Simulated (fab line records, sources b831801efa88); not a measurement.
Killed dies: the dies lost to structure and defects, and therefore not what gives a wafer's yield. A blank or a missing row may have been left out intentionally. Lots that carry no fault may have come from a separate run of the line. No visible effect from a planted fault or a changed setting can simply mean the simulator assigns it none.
fab line records | flow sky130
record lots=12 | wafers=36 | last-day=50
route steps=708 shown POLY_GATE@230 LDD_N@244 LDD_LDN@299 PAD_OPEN@708
lots with no fault: from the same line, run without faults
start-h: the number of hours between the record's first day and the start of the first shown wafer of the lot | wait-h: hours since the lot's step before | " unchanged from the row above | L1.1+2: one row covering several wafers at once | - value missing, or start not given | * or withheld: withheld | < > ~ a bound
route shown NAME@n: a module of which the file shows steps, and the number in the route of the first | usual: the fault-free wafers' mean and standard deviation | same: alike in all rows | chamber/n: place in a boat | sites: readings site by site | _std_site: the values' standard deviation | _edge_site: inner sites' mean taken away from outer sites' mean | radius-mm: for every site, how far away it sits from the centre of the wafer | mask NAME#n: copy n | behind: the last tool/chamber to shape the wafer | hold: reason for holding the lot/hours on hold/outcome of the hold | device: which transistor (n, p or np) failed to switch | end of line: the route-end tests of the same wafers | step lacking rows: just its recipe | killed: dies lost to structure and defects at the first sort, not the wafer's yield | map: dies across one wafer; x = killed, . = not, _ = none there
set.NAME: the run value of the setting; set.NAME@STEP: its run value at that earlier step | model.NAME: the simulator's own value behind a step, which no gauge read
one table for each step of the route and one row for each wafer, over a sample of lots
services: from which hour (start-h, from the record's first day; less than 0 if before it) a tool's chamber was out of use, for how many hours, and why
## steps
# step SKY_POLY_GATE_ETCH_16
# recipe stop-on=poly-Si | chemistry=CH3F/O2 | target=Si3N4 | source-w=400 | bias-w=80 | pressure-mtorr=25 | ch3f-flow-sccm=40 | O2_flow_sccm=30 | time-s=147.5 | target-depth-a=750
# usual O2_flow_sccm=30.00/0.1 | bias-w=80.06/0.22 | drypump-motor-current-A=5.8/0.46 | oes-product-au=0.641/0.0057 | throttle-valve-pct=10.535/0.0086
lot.wafer | tool        | chamber | start-h | wait-h | O2_flow_sccm | bias-w | drypump-motor-current-A | oes-product-au | rf-hours-counter-h | throttle-valve-pct
L590.4    | rie-diel-03 | 2       | 390.17  | 0.0    | 30.16        | 80.11  | 5.7                     | 0.651          | 60                 | 10.548
L590.5    | "           | 1       | "       | "      | 30.13        | 79.98  | 6.5                     | 0.646          | -                  | 10.523
L590.6    | "           | 0       | "       | "      | 29.93        | 79.98  | 6.4                     | 0.638          | -                  | 10.531
L589.1    | rie-diel-01 | 3       | 392.89  | 0.0    | 30.01        | 80.30  | 5.4                     | 0.644          | 2                  | 10.535
L589.5    | "           | 2       | "       | "      | 29.88        | 79.95  | 5.0                     | 0.638          | -                  | 10.538
L589.6    | "           | 3       | "       | "      | 29.93        | 80.17  | 5.4                     | 0.640          | -                  | 10.529
L591.3    | rie-diel-01 | 2       | 396.13  | 0.0    | 30.24        | 79.96  | 5.0                     | 0.641          | 7                  | 10.534
L591.5    | "           | 0       | "       | "      | 30.21        | 80.18  | 6.2                     | 0.642          | -                  | 10.544
L591.6    | "           | 3       | "       | "      | 29.99        | 79.74  | 5.4                     | 0.648          | -                  | 10.549
L593.1    | rie-diel-01 | 3       | 415.35  | 0.0    | 29.75        | 79.91  | 5.4                     | 0.638          | 3                  | 10.552
L593.3    | "           | 2       | "       | "      | 30.15        | 80.32  | 5.0                     | 0.636          | 7                  | 10.527
L593.6    | "           | 1       | "       | "      | 29.96        | 79.88  | 5.7                     | 0.635          | -                  | 10.535
L595.1    | rie-diel-01 | 1       | 433.77  | 0.0    | 30.07        | 79.72  | 5.7                     | 0.648          | 86                 | 10.534
L595.3    | "           | 3       | "       | "      | 30.00        | 79.71  | 5.3                     | 0.640          | 3                  | 10.524
L595.6    | "           | 2       | "       | "      | 29.92        | 80.10  | 5.0                     | 0.637          | -                  | 10.544
L596.1    | rie-diel-04 | 1       | 446.85  | 0.0    | 29.89        | 79.83  | 5.8                     | 0.641          | 3                  | 10.543
L596.4    | "           | 3       | "       | "      | 30.08        | 79.61  | 6.3                     | 0.645          | 15                 | 10.531
L596.5    | "           | 0       | "       | "      | 29.89        | 80.10  | 5.1                     | 0.645          | -                  | 10.539
L597.4    | rie-diel-03 | 3       | 452.28  | 0.0    | 29.77        | 80.65  | 5.9                     | 0.628          | 1                  | 10.543
L597.5    | "           | 1       | "       | "      | 29.98        | 80.11  | 6.5                     | 0.632          | -                  | 10.535
L597.6    | "           | 2       | "       | "      | 29.98        | 80.20  | 5.7                     | 0.636          | -                  | 10.530
L598.3    | rie-diel-03 | 3       | 464.03  | 0.0    | 30.00        | 80.43  | 5.8                     | 0.639          | 1                  | 10.521
L598.4    | "           | 2       | "       | "      | 30.09        | 80.16  | 5.7                     | 0.639          | 61                 | 10.537
L598.5    | "           | 1       | "       | "      | 29.82        | 80.00  | 6.5                     | 0.642          | -                  | 10.530
L603.1    | rie-diel-01 | 1       | 506.47  | 0.0    | 30.13        | 80.24  | 5.6                     | 0.632          | 87                 | 10.529
L603.3    | "           | 3       | "       | "      | 30.05        | 80.10  | 5.4                     | 0.635          | 4                  | 10.542
L603.4    | "           | 2       | "       | "      | 29.90        | 79.95  | 5.0                     | 0.634          | 9                  | 10.539
L604.1    | rie-diel-04 | 3       | 510.70  | 0.0    | 29.98        | 79.84  | 6.2                     | 0.647          | 16                 | 10.548
L604.2    | "           | 1       | "       | "      | 29.88        | 80.15  | 5.8                     | 0.639          | 5                  | 10.547
L604.5    | "           | 1       | "       | "      | 29.97        | 79.78  | 5.8                     | 0.639          | -                  | 10.555
L607.1    | rie-diel-01 | 3       | 559.63  | 0.0    | 30.00        | 80.19  | 5.4                     | 0.644          | 6                  | 10.511
L607.3    | "           | 0       | "       | "      | 30.18        | 79.86  | 6.1                     | 0.649          | 20                 | 10.532
L607.5    | "           | 1       | "       | "      | 30.03        | 79.92  | 5.6                     | 0.650          | -                  | 10.528
L608.2    | rie-diel-01 | 0       | 560.95  | 0.0    | 29.83        | 80.27  | 6.2                     | 0.643          | 21                 | 10.541
L608.4    | "           | 1       | "       | "      | 30.09        | 80.02  | 5.7                     | 0.643          | -                  | 10.529
L608.6    | "           | 3       | "       | "      | 29.96        | 80.01  | 5.4                     | 0.647          | -                  | 10.539
# step SKY_POLY_GATE_THK_MEAS_21
# recipe reads=SiO2_of_POLY_GATE_OXIDATION_20
# usual POLY_GATE_OXIDATION_THK=3.98/0.091
lot.wafer | tool          | chamber | start-h | wait-h | POLY_GATE_OXIDATION_THK[nm]
L590.4    | film-metro-02 | -       | 392.44  | 0.0    | 3.93
L590.5    | "             | -       | "       | "      | 3.99
L590.6    | "             | -       | "       | "      | 4.00
L589.1    | film-metro-03 | -       | 394.56  | 0.0    | 4.16
L589.5    | "             | -       | "       | "      | 4.12
L589.6    | "             | -       | "       | "      | 4.09
L591.3    | film-metro-02 | -       | 397.90  | 0.0    | 4.04
L591.5    | "             | -       | "       | "      | 4.07
L591.6    | "             | -       | "       | "      | 4.06
L593.1    | film-metro-02 | -       | 418.78  | 0.0    | 4.07
L593.3    | "             | -       | "       | "      | 4.03
L593.6    | "             | -       | "       | "      | 4.04
L595.1    | film-metro-04 | -       | 436.06  | 0.0    | 3.91
L595.3    | "             | -       | "       | "      | 4.00
L595.6    | "             | -       | "       | "      | 3.94
L596.1    | film-metro-04 | -       | 448.41  | 0.0    | 3.97
L596.4    | "             | -       | "       | "      | 3.93
L596.5    | "             | -       | "       | "      | 3.84
L597.4    | film-metro-03 | -       | 453.87  | 0.0    | 4.04
L597.5    | "             | -       | "       | "      | 3.93
L597.6    | "             | -       | "       | "      | 3.94
L598.3    | film-metro-03 | -       | 465.61  | 0.0    | 3.90
L598.4    | "             | -       | "       | "      | 3.97
L598.5    | "             | -       | "       | "      | 3.83
L603.1    | film-metro-03 | -       | 508.02  | 0.0    | 3.89
L603.3    | "             | -       | "       | "      | 3.91
L603.4    | "             | -       | "       | "      | 3.88
L604.1    | film-metro-02 | -       | 512.31  | 0.0    | 3.84
L604.2    | "             | -       | "       | "      | 3.88
L604.5    | "             | -       | "       | "      | 3.85
L607.1    | film-metro-03 | -       | 561.20  | 0.0    | 3.93
L607.3    | "             | -       | "       | "      | 3.90
L607.5    | "             | -       | "       | "      | 3.93
L608.2    | film-metro-04 | -       | 562.51  | 0.0    | 4.05
L608.4    | "             | -       | "       | "      | 3.91
L608.6    | "             | -       | "       | "      | 3.96
# step SKY_LDD_N_OVL_MEAS_07
# usual LDD_N_OVL=0.2/1.3
lot.wafer | tool       | chamber | start-h | wait-h | LDD_N_OVL[nm]
L590.4    | overlay-02 | -       | 422.29  | 0.1    | -0.7
L590.5    | "          | -       | "       | "      | -0.6
L590.6    | "          | -       | "       | "      | -1.9
L589.1    | overlay-01 | -       | 424.71  | 0.1    | 0.7
L589.5    | "          | -       | "       | "      | -0.5
L589.6    | "          | -       | "       | "      | 0.6
L591.3    | overlay-02 | -       | 427.86  | 0.1    | 1.5
L591.5    | "          | -       | "       | "      | -0.4
L591.6    | "          | -       | "       | "      | -0.3
L593.1    | overlay-01 | -       | 449.22  | 0.1    | -0.4
L593.3    | "          | -       | "       | "      | 2.6
L593.6    | "          | -       | "       | "      | 1.9
L595.1    | overlay-01 | -       | 467.06  | 0.1    | 2.6
L595.3    | "          | -       | "       | "      | 2.9
L595.6    | "          | -       | "       | "      | 0.4
L596.1    | overlay-02 | -       | 479.76  | 0.1    | 3.5
L596.4    | "          | -       | "       | "      | 0.8
L596.5    | "          | -       | "       | "      | -0.4
L597.4    | overlay-02 | -       | 485.13  | 0.1    | -0.9
L597.5    | "          | -       | "       | "      | -1.5
L597.6    | "          | -       | "       | "      | -0.2
L598.3    | overlay-01 | -       | 496.58  | 0.1    | 0.1
L598.4    | "          | -       | "       | "      | 0.5
L598.5    | "          | -       | "       | "      | -1.6
L603.1    | overlay-02 | -       | 538.50  | 0.1    | 1.2
L603.3    | "          | -       | "       | "      | 0.0
L603.4    | "          | -       | "       | "      | 0.7
L604.1    | overlay-01 | -       | 542.41  | 0.1    | 0.9
L604.2    | "          | -       | "       | "      | 2.0
L604.5    | "          | -       | "       | "      | 1.3
L607.1    | overlay-01 | -       | 591.12  | 0.1    | 2.5
L607.3    | "          | -       | "       | "      | 2.9
L607.5    | "          | -       | "       | "      | 0.9
L608.2    | overlay-01 | -       | 592.22  | 0.1    | 0.5
L608.4    | "          | -       | "       | "      | 1.3
L608.6    | "          | -       | "       | "      | 1.3
# step SKY_LDD_LDN_IMPLANT_10
# recipe species=As | energy-kev=15 | dose-cm2=1.25e+13 | tilt-deg=withheld | rotation-deg=203
# usual dose-ions-cm2=1.2502e+13/1.4e+10 | faraday-current-uA=70.4/1.5
lot.wafer | tool         | chamber | start-h | wait-h | dose-ions-cm2 | faraday-current-uA
L590.4    | implanter-04 | 0       | 547.66  | 0.1    | 1.2514e+13    | 69.9
L590.5    | "            | 0       | "       | "      | 1.2525e+13    | 72.5
L590.6    | "            | 0       | "       | "      | 1.252e+13     | 69.1
L589.1    | implanter-04 | 0       | 550.16  | 0.1    | 1.2518e+13    | 69.8
L589.5    | "            | 0       | "       | "      | 1.2522e+13    | 69.7
L589.6    | "            | 0       | "       | "      | 1.2512e+13    | 70.5
L591.3    | implanter-04 | 0       | 552.78  | 0.1    | 1.2495e+13    | 74.5
L591.5    | "            | 0       | "       | "      | 1.2495e+13    | 70.1
L591.6    | "            | 0       | "       | "      | 1.2474e+13    | 71.8
L593.1    | implanter-02 | 0       | 572.90  | 0.1    | 1.2497e+13    | 67.9
L593.3    | "            | 0       | "       | "      | 1.2495e+13    | 70.7
L593.6    | "            | 0       | "       | "      | 1.249e+13     | 71.2
L595.1    | implanter-04 | 0       | 589.96  | 0.1    | 1.2496e+13    | 70.6
L595.3    | "            | 0       | "       | "      | 1.2483e+13    | 68.0
L595.6    | "            | 0       | "       | "      | 1.2487e+13    | 71.3
L596.1    | implanter-04 | 0       | 602.75  | 0.1    | 1.2501e+13    | 70.1
L596.4    | "            | 0       | "       | "      | 1.2493e+13    | 70.7
L596.5    | "            | 0       | "       | "      | 1.2515e+13    | 69.5
L597.4    | implanter-02 | 0       | 608.23  | 0.1    | 1.2516e+13    | 69.6
L597.5    | "            | 0       | "       | "      | 1.2493e+13    | 71.4
L597.6    | "            | 0       | "       | "      | 1.2495e+13    | 68.0
L598.3    | implanter-04 | 0       | 618.53  | 0.1    | 1.25e+13      | 71.6
L598.4    | "            | 0       | "       | "      | 1.2507e+13    | 70.7
L598.5    | "            | 0       | "       | "      | 1.248e+13     | 69.5
L603.1    | implanter-02 | 0       | 657.61  | 0.1    | 9.049e+12     | 53.0
L603.3    | "            | 0       | "       | "      | 9.05e+12      | 50.5
L603.4    | "            | 0       | "       | "      | 9.031e+12     | 52.0
L604.1    | implanter-02 | 0       | 660.66  | 0.1    | 9.041e+12     | 49.8
L604.2    | "            | 0       | "       | "      | 9.037e+12     | 50.9
L604.5    | "            | 0       | "       | "      | 9.047e+12     | 50.3
L607.1    | implanter-04 | 0       | 708.18  | 0.1    | 1.2501e+13    | 71.0
L607.3    | "            | 0       | "       | "      | 1.2493e+13    | 71.9
L607.5    | "            | 0       | "       | "      | 1.2493e+13    | 70.4
L608.2    | implanter-04 | 0       | 709.58  | 0.1    | 1.2499e+13    | 70.0
L608.4    | "            | 0       | "       | "      | 1.251e+13     | 70.9
L608.6    | "            | 0       | "       | "      | 1.2493e+13    | 69.0
# step SKY_LDD_LDN_TW_MEAS_13
# usual LDD_LDN_TW=1489/11
lot.wafer | tool          | chamber | start-h | wait-h | LDD_LDN_TW
L590.4    | film-metro-02 | -       | 548.01  | 0.1    | 1467
L590.5    | "             | -       | "       | "      | 1467
L590.6    | "             | -       | "       | "      | 1474
L589.1    | film-metro-03 | -       | 550.56  | 0.1    | 1486
L589.5    | "             | -       | "       | "      | 1497
L589.6    | "             | -       | "       | "      | 1495
L591.3    | film-metro-03 | -       | 553.15  | 0.1    | 1487
L591.5    | "             | -       | "       | "      | 1491
L591.6    | "             | -       | "       | "      | 1483
L593.1    | film-metro-03 | -       | 573.30  | 0.1    | 1491
L593.3    | "             | -       | "       | "      | 1500
L593.6    | "             | -       | "       | "      | 1491
L595.1    | film-metro-03 | -       | 590.36  | 0.1    | 1488
L595.3    | "             | -       | "       | "      | 1488
L595.6    | "             | -       | "       | "      | 1487
L596.1    | film-metro-01 | -       | 603.15  | 0.1    | 1493
L596.4    | "             | -       | "       | "      | 1489
L596.5    | "             | -       | "       | "      | 1495
L597.4    | film-metro-03 | -       | 608.58  | 0.1    | 1473
L597.5    | "             | -       | "       | "      | 1473
L597.6    | "             | -       | "       | "      | 1476
L598.3    | film-metro-03 | -       | 618.90  | 0.1    | 1474
L598.4    | "             | -       | "       | "      | 1478
L598.5    | "             | -       | "       | "      | 1474
L603.1    | film-metro-02 | -       | 658.01  | 0.1    | 1457
L603.3    | "             | -       | "       | "      | 1453
L603.4    | "             | -       | "       | "      | 1446
L604.1    | film-metro-01 | -       | 661.06  | 0.1    | 1465
L604.2    | "             | -       | "       | "      | 1472
L604.5    | "             | -       | "       | "      | 1467
L607.1    | film-metro-01 | -       | 708.58  | 0.1    | 1496
L607.3    | "             | -       | "       | "      | 1498
L607.5    | "             | -       | "       | "      | 1491
L608.2    | film-metro-03 | -       | 709.97  | 0.1    | 1502
L608.4    | "             | -       | "       | "      | 1500
L608.6    | "             | -       | "       | "      | 1499
# step SKY_PAD_OPEN_PROBE_99
# usual killed_at_M0_to_M3=44/6.9 | killed_at_M4_up=3.3/2 | killed-at-contacts=25/5.4 | killed-at-front-end=16/4.6 | killed-at-other=0.2/0.51 | killed-dies=88/8.9 | killed-open=48/6.8 | killed-short=39/5.8
# same gross-dies=492 | killed-at-back-side=0
lot.wafer | tool      | chamber | start-h | wait-h | killed_at_M0_to_M3 | killed_at_M4_up | killed-at-contacts | killed-at-front-end | killed-at-other | killed-dies | killed-open | killed-short
L590.4    | prober-02 | -       | 1092.09 | 0.2    | 46                 | 4               | 29                 | 26                  | 0               | 105         | 54          | 49
L590.5    | prober-02 | -       | 1092.14 | 0.2    | 58                 | 2               | 20                 | 8                   | 0               | 88          | 47          | 41
L590.6    | prober-02 | -       | 1092.19 | 0.2    | 48                 | 2               | 24                 | 15                  | 0               | 89          | 41          | 48
L596.1    | prober-02 | -       | 1132.42 | 0.1    | 47                 | 1               | 15                 | 14                  | 0               | 77          | 41          | 36
L596.4    | prober-02 | -       | 1132.57 | 0.2    | 47                 | 2               | 37                 | 14                  | 0               | 100         | 62          | 38
L596.5    | prober-02 | -       | 1132.62 | 0.2    | 48                 | 2               | 29                 | 12                  | 0               | 91          | 53          | 38
L597.4    | prober-01 | -       | 1135.76 | 0.2    | 36                 | 2               | 26                 | 23                  | 0               | 87          | 47          | 40
L597.5    | prober-01 | -       | 1135.81 | 0.2    | 53                 | 4               | 25                 | 16                  | 0               | 98          | 60          | 38
L597.6    | prober-01 | -       | 1135.86 | 0.2    | 63                 | 6               | 18                 | 16                  | 1               | 104         | 50          | 53
L598.3    | prober-02 | -       | 1138.24 | 0.2    | 32                 | 2               | 24                 | 14                  | 0               | 72          | 32          | 39
L598.4    | prober-02 | -       | 1138.29 | 0.2    | 42                 | 1               | 18                 | 22                  | 0               | 83          | 48          | 35
L598.5    | prober-02 | -       | 1138.34 | 0.2    | 52                 | 4               | 23                 | 19                  | 0               | 98          | 53          | 45
L607.1    | prober-01 | -       | 1192.35 | 0.1    | 40                 | 2               | 21                 | 17                  | 1               | 81          | 37          | 42
L607.3    | prober-01 | -       | 1192.45 | 0.2    | 53                 | 4               | 28                 | 20                  | 1               | 106         | 62          | 41
L607.5    | prober-01 | -       | 1192.55 | 0.2    | 49                 | 1               | 19                 | 18                  | 2               | 89          | 44          | 43
L608.2    | prober-01 | -       | 1196.83 | 0.1    | 43                 | 2               | 28                 | 13                  | 0               | 86          | 46          | 40
L608.4    | prober-01 | -       | 1196.93 | 0.2    | 44                 | 5               | 23                 | 14                  | 0               | 86          | 55          | 31
L608.6    | prober-01 | -       | 1197.03 | 0.2    | 35                 | 1               | 29                 | 17                  | 1               | 83          | 42          | 41
# killed by level:class
L590.4 VIA1:geometric-particle:open=16 CONTACT:geometric-particle:open=15 FIELD_ISO:geometric-particle:open=7 LOCAL_INTERCONNECT:geometric-particle:short=7 FIELD_ISO:geometric-particle:short=6 METAL1:geometric-particle:short=5 POLY_GATE:geometric-particle:short=5 CONTACT:geometric-particle:short=5
L590.5 VIA1:geometric-particle:open=13 VIA3:geometric-particle:open=8 VIA2:geometric-particle:open=8 METAL2:geometric-particle:short=8 LI_CONTACT:geometric-particle:open=6 CONTACT:geometric-particle:short=6 VIA3:geometric-particle:short=6 VIA1:geometric-particle:short=5
L590.6 CONTACT:geometric-particle:short=9 VIA1:geometric-particle:open=9 FIELD_ISO:geometric-particle:open=7 VIA3:geometric-particle:open=7 VIA3:geometric-particle:short=6 LOCAL_INTERCONNECT:geometric-particle:short=5 CONTACT:geometric-particle:open=5 VIA1:geometric-particle:short=5
L596.1 VIA1:geometric-particle:open=10 VIA2:geometric-particle:open=9 VIA3:geometric-particle:open=8 METAL1:geometric-particle:short=8 LOCAL_INTERCONNECT:geometric-particle:short=6 METAL2:geometric-particle:short=5 POLY_GATE:geometric-particle:open=4 SPACER:geometric-particle:short=3
L596.4 LI_CONTACT:geometric-particle:open=13 CONTACT:geometric-particle:open=12 VIA1:geometric-particle:open=12 VIA3:geometric-particle:open=8 CONTACT:geometric-particle:short=7 VIA2:geometric-particle:open=7 FIELD_ISO:geometric-particle:short=6 METAL2:geometric-particle:short=5
L596.5 CONTACT:geometric-particle:open=12 VIA1:geometric-particle:open=10 VIA2:geometric-particle:short=8 LI_CONTACT:geometric-particle:open=8 VIA3:geometric-particle:open=8 LOCAL_INTERCONNECT:geometric-particle:short=5 METAL1:geometric-particle:short=5 METAL2:geometric-particle:short=4
L597.4 LI_CONTACT:geometric-particle:open=12 FIELD_ISO:geometric-particle:open=10 CONTACT:geometric-particle:open=7 METAL1:geometric-particle:short=6 VIA3:geometric-particle:short=6 METAL2:geometric-particle:short=5 FIELD_ISO:geometric-particle:short=4 VIA1:geometric-particle:short=4
L597.5 VIA1:geometric-particle:open=14 LI_CONTACT:geometric-particle:open=11 VIA2:geometric-particle:open=10 CONTACT:geometric-particle:open=9 FIELD_ISO:geometric-particle:short=7 METAL2:geometric-particle:short=5 VIA1:geometric-particle:short=5 FIELD_ISO:geometric-particle:open=4
L597.6 VIA1:geometric-particle:open=13 VIA2:geometric-particle:open=12 VIA1:geometric-particle:short=8 METAL1:geometric-particle:short=7 METAL2:geometric-particle:short=6 POLY_GATE:geometric-particle:short=5 CONTACT:geometric-particle:open=5 VIA3:geometric-particle:short=5
L598.3 POLY_GATE:geometric-particle:short=6 LI_CONTACT:geometric-particle:short=6 CONTACT:geometric-particle:open=6 VIA1:geometric-particle:open=5 VIA2:geometric-particle:open=5 FIELD_ISO:geometric-particle:short=4 LI_CONTACT:geometric-particle:open=4 LOCAL_INTERCONNECT:geometric-particle:short=4
L598.4 CONTACT:geometric-particle:open=12 VIA1:geometric-particle:open=9 VIA2:geometric-particle:open=7 FIELD_ISO:geometric-particle:open=6 FIELD_ISO:geometric-particle:short=5 METAL3:geometric-particle:short=5 METAL1:geometric-particle:open=4 VIA1:geometric-particle:short=4
L598.5 VIA1:geometric-particle:open=17 VIA2:geometric-particle:open=10 METAL1:geometric-particle:short=7 CONTACT:geometric-particle:open=7 FIELD_ISO:geometric-particle:short=6 LI_CONTACT:geometric-particle:short=6 FIELD_ISO:geometric-particle:open=4 METAL2:geometric-particle:short=4
L607.1 VIA3:geometric-particle:open=7 LI_CONTACT:geometric-particle:open=6 VIA2:geometric-particle:open=6 METAL2:geometric-particle:short=6 LOCAL_INTERCONNECT:geometric-particle:short=5 VIA1:geometric-particle:open=5 VIA1:geometric-particle:short=5 FIELD_ISO:geometric-particle:open=4
L607.3 VIA1:geometric-particle:open=17 LI_CONTACT:geometric-particle:open=10 VIA3:geometric-particle:open=8 POLY_GATE:geometric-particle:open=7 CONTACT:geometric-particle:open=7 METAL1:geometric-particle:short=7 LOCAL_INTERCONNECT:geometric-particle:short=5 CONTACT:geometric-particle:short=5
L607.5 VIA1:geometric-particle:open=9 VIA3:geometric-particle:open=9 CONTACT:geometric-particle:open=6 METAL2:geometric-particle:short=6 METAL1:geometric-particle:short=6 VIA1:geometric-particle:short=6 FIELD_ISO:geometric-particle:short=4 POLY_GATE:geometric-particle:short=4
L608.2 VIA1:geometric-particle:open=8 LI_CONTACT:geometric-particle:open=7 VIA2:geometric-particle:open=7 METAL1:geometric-particle:short=6 LI_CONTACT:geometric-particle:short=5 CONTACT:geometric-particle:open=5 VIA3:geometric-particle:open=4 LOCAL_INTERCONNECT:geometric-particle:short=4
L608.4 VIA1:geometric-particle:open=13 CONTACT:geometric-particle:open=10 VIA3:geometric-particle:open=7 METAL2:geometric-particle:short=6 VIA2:geometric-particle:open=6 LI_CONTACT:geometric-particle:open=5 METAL1:geometric-particle:short=5 FIELD_ISO:geometric-particle:short=3
L608.6 CONTACT:geometric-particle:open=10 VIA1:geometric-particle:open=9 LOCAL_INTERCONNECT:geometric-particle:short=6 LI_CONTACT:geometric-particle:open=6 VIA2:geometric-particle:open=5 METAL2:geometric-particle:short=5 FIELD_ISO:geometric-particle:open=4 POLY_GATE:geometric-particle:short=4
## services
tool         | chamber | start-h | hours | kind
implanter-02 | -       | 367.70  | 0.6   | repair
implanter-02 | -       | 372.95  | 2.0   | repair
implanter-02 | -       | 400.61  | 4.0   | pm
implanter-04 | -       | 400.98  | 2.5   | pm
rie-diel-04  | 0       | 412.08  | 3.5   | repair
rie-diel-01  | -       | 467.04  | 2.8   | pm
rie-diel-01  | -       | 483.97  | 1.0   | repair
implanter-04 | -       | 499.26  | 9.0   | pm
rie-diel-03  | 0       | 502.38  | 19.6  | repair
implanter-04 | -       | 508.56  | 4.4   | repair
implanter-04 | -       | 511.56  | 6.4   | repair
rie-diel-03  | 1       | 550.03  | 5.7   | repair
rie-diel-01  | 2       | 553.64  | 15.2  | repair
implanter-04 | -       | 555.51  | 0.5   | repair
implanter-02 | -       | 589.38  | 3.3   | repair
rie-diel-03  | 0       | 622.67  | 2.3   | repair
rie-diel-03  | 1       | 629.96  | 9.0   | repair
implanter-04 | -       | 636.87  | 5.7   | pm
implanter-02 | -       | 645.85  | 1.7   | repair
rie-diel-01  | 3       | 686.73  | 1.7   | repair
rie-diel-01  | 3       | 694.75  | 5.0   | repair
rie-diel-03  | 0       | 702.72  | 2.8   | repair
rie-diel-03  | 1       | 705.07  | 7.0   | repair
rie-diel-01  | 1       | 708.59  | 7.1   | repair
## key
first-sign step=SKY_LDD_LDN_IMPLANT_10 | reading=dose-ions-cm2 | direction=down | sigmas=99+ | usual=* | struck=*
effect step=SKY_LDD_LDN_IMPLANT_10 | reading=faraday-current-uA | direction=down | sigmas=13 | usual=70.4 | struck=51.1
effect step=SKY_LDD_LDN_TW_MEAS_13 | reading=LDD_LDN_TW | direction=down | sigmas=2.6 | usual=1489 | struck=1460
met-at SKY_LDD_LDN_IMPLANT_10
struck-lots L603,L604
tester-left-out L603,L604
not-acting-at SKY_POLY_GATE_ETCH_16,SKY_POLY_GATE_THK_MEAS_21,SKY_LDD_N_OVL_MEAS_07
onset-between 608.23 657.61
fault kind=process-parameter-drift | tool=implanter-02 | chamber=- | onset-h=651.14 | steps=SKY_LDD_LDN_IMPLANT_10 | channel=dose-cm2 | offset=* | shape=step | end-h=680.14 | acts-in=* | stated=*
# tester-left-out: of these lots the tester's yield and bins aren't shown, on N5 and GAA mostly nor the transistor test; their killed dies are dies lost to structure and defects alone, not to doping, threshold or leakage, so they don't give the yield
